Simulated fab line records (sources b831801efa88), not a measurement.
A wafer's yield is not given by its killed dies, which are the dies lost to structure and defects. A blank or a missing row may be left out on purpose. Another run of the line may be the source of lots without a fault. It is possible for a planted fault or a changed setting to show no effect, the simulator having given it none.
Matching of chambers + flow gf180mcu + 3 sister chambers for GF_V5_CVD_02 on pecvd-03
The step deposits SiO2 from TEOS, target thk 1450 nm, time 163.28 s. 18 wafers are shown with their chamber, then 9 later ones without.

== WAFERS, EACH WITH ITS CHAMBER ==
| wafer  | chamber | heater power w (W) |
|--------|---------|--------------------|
| L076.2 | 0       | 546                |
| L076.4 | 2       | 531                |
| L076.6 | 1       | 771                |
| L080.2 | 1       | 784                |
| L080.3 | 0       | 611                |
| L080.5 | 2       | 642                |
| L081.1 | 2       | 628                |
| L081.2 | 0       | 559                |
| L081.3 | 1       | 796                |
| L081.4 | 2       | 523                |
| L081.5 | 0       | 620                |
| L081.6 | 1       | 640                |
| L083.2 | 1       | 727                |
| L083.3 | 0       | 595                |
| L083.5 | 0       | 663                |
| L085.1 | 0       | 600                |
| L085.3 | 2       | 656                |
| L085.4 | 1       | 663                |

SIGNATURES (means of the wafers above)
| reading        | chamber 0 | chamber 1 | chamber 2 | scatter within a chamber |
|----------------|-----------|-----------|-----------|--------------------------|
| heater power w | 599.14    | 730.17    | 596.00    | 55.9                     |
Rule: a wafer's distance from a chamber is the root of the sum, over the readings, of the square of ((its reading less the chamber's mean) divided by the reading's scatter). The wafer belongs to the nearest chamber; if the next one is less than 2 further off, it can't be placed. The scatter: take each reading less its chamber's mean, square it, sum over the shown wafers, divide by the number of wafers less the number of chambers, and take the root.

== WAFERS WITH NO CHAMBER GIVEN ==
| wafer  | heater power w (W) |
|--------|--------------------|
| L086.1 | 617                |
| L086.2 | 792                |
| L086.3 | 645                |
| L086.4 | 670                |
| L086.5 | 635                |
| L086.6 | 503                |
| L095.1 | 635                |
| L095.3 | 651                |
| L095.6 | 530                |

== CHAMBER TAKEN BY EACH ==
| wafer  | from the rows above          | in truth |
|--------|------------------------------|----------|
| L086.1 | can't be placed: 0 or 2 or 1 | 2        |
| L086.2 | 1                            | 1        |
| L086.3 | can't be placed: 0 or 2 or 1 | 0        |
| L086.4 | can't be placed: 1 or 0 or 2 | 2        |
| L086.5 | can't be placed: 0 or 2 or 1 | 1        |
| L086.6 | can't be placed: 2 or 0      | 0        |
| L095.1 | can't be placed: 0 or 2 or 1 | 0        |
| L095.3 | can't be placed: 0 or 2 or 1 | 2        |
| L095.6 | can't be placed: 2 or 0      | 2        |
1 of 9 placed correctly. Cannot be placed on the basis of these rows: 8; the candidates contain the true chamber in 8. Wrongly placed: 0.
